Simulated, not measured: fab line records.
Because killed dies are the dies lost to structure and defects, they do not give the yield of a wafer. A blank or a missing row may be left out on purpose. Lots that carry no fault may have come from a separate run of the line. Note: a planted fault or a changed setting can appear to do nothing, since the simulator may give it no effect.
Check of tool commonality	flow gf180mcu	10 lots and 30 wafers in the sample

WHY IT WAS OPENED
GF_DNWELL_TW_MEAS_09, reading DNWELL_TW: flagged on 2 of 10 lots. Wafers without a fault read 1353, standard deviation 7.9.
Rule: a lot is flagged in two cases, either no wafer of it has a number, or all its wafers with numbers fall more than 4 standard deviations from that mean. As for the other lots, they are considered sound.

lot	measured	on	DNWELL_TW, wafer by wafer	flag
L589	day 2 18:23	film metro-04	1350 1360 1353	
L590	day 3 00:08	film metro-02	1352 1337 1345	
L591	day 3 04:30	film metro-01	1352 1356 1356	
L592	day 3 11:12	film metro-04	1369 1362 1367	
L595	day 4 03:46	film metro-01	1298 1299 1310	FLAGGED
L602	day 5 16:22	film metro-02	1305 1305 1295	FLAGGED
L608	day 6 23:55	film metro-02	1349 1344 1350	
L609	day 7 05:33	film metro-02	1339 1346 1348	
L610	day 7 11:15	film metro-04	1344 1336 1343	
L612	day 7 20:44	film metro-01	1343 1344 1341	
The mean of the flagged lots' numbers is 1302, -51 from the usual (-6 standard deviations).

EACH LOT AND THE TOOL IT RAN ON
The record keeps 1 process step preceding the reading, out of 602 steps on the route. In each cell: the tool, then ch and the chambers that the sampled wafers went through, then the start.
lot	flag	GF_DNWELL_IMPLANT_07
L589		implanter-01 ch 0, day 2 18:08
L590		implanter-04 ch 0, day 2 23:53
L591		implanter-01 ch 0, day 3 04:16
L592		implanter-01 ch 0, day 3 10:57
L595	FLAGGED	implanter-01 ch 0, day 4 03:31
L602	FLAGGED	implanter-01 ch 0, day 5 16:10
L608		implanter-04 ch 0, day 6 23:40
L609		implanter-03 ch 0, day 7 05:18
L610		implanter-04 ch 0, day 7 11:00
L612		implanter-03 ch 0, day 7 20:29
These steps, and what they do:
- GF_DNWELL_IMPLANT_07
- GF_DNWELL_TW_MEAS_09

FLAGGED OVER TOTAL, TOOL BY TOOL (the gauges that took the reading come last)
step	tool	lots run	flagged	share of the flagged lots	sound lots run after its first flagged lot
GF_DNWELL_IMPLANT_07	implanter-01	5	2	all	0
GF_DNWELL_IMPLANT_07	implanter-03	2	0	none	-
GF_DNWELL_IMPLANT_07	implanter-04	3	0	none	-
GF_DNWELL_TW_MEAS_09	film metro-01	3	1	some	1 (L612)
GF_DNWELL_TW_MEAS_09	film metro-02	4	1	some	2 (L608,L609)
GF_DNWELL_TW_MEAS_09	film metro-04	3	0	none	-

WHAT THE TABLE PERMITS
In the table, 1 row covers all flagged lots: implanter-01 at GF_DNWELL_IMPLANT_07.
- implanter-01 at GF_DNWELL_IMPLANT_07 ran 5 lots, 2 of them flagged. A fault beginning between L592 (day 3 10:57), its last sound lot, and L595 (day 4 03:31), its first flagged one, fits the data.
What remains is a single tool, implanter-01 at GF_DNWELL_IMPLANT_07.

WHAT THE SIMULATOR HAD PUT IN
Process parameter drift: implanter-01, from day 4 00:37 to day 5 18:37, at GF_DNWELL_IMPLANT_07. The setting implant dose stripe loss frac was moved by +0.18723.
Struck lots among those shown: L595, L602. Same finding as the rule above.
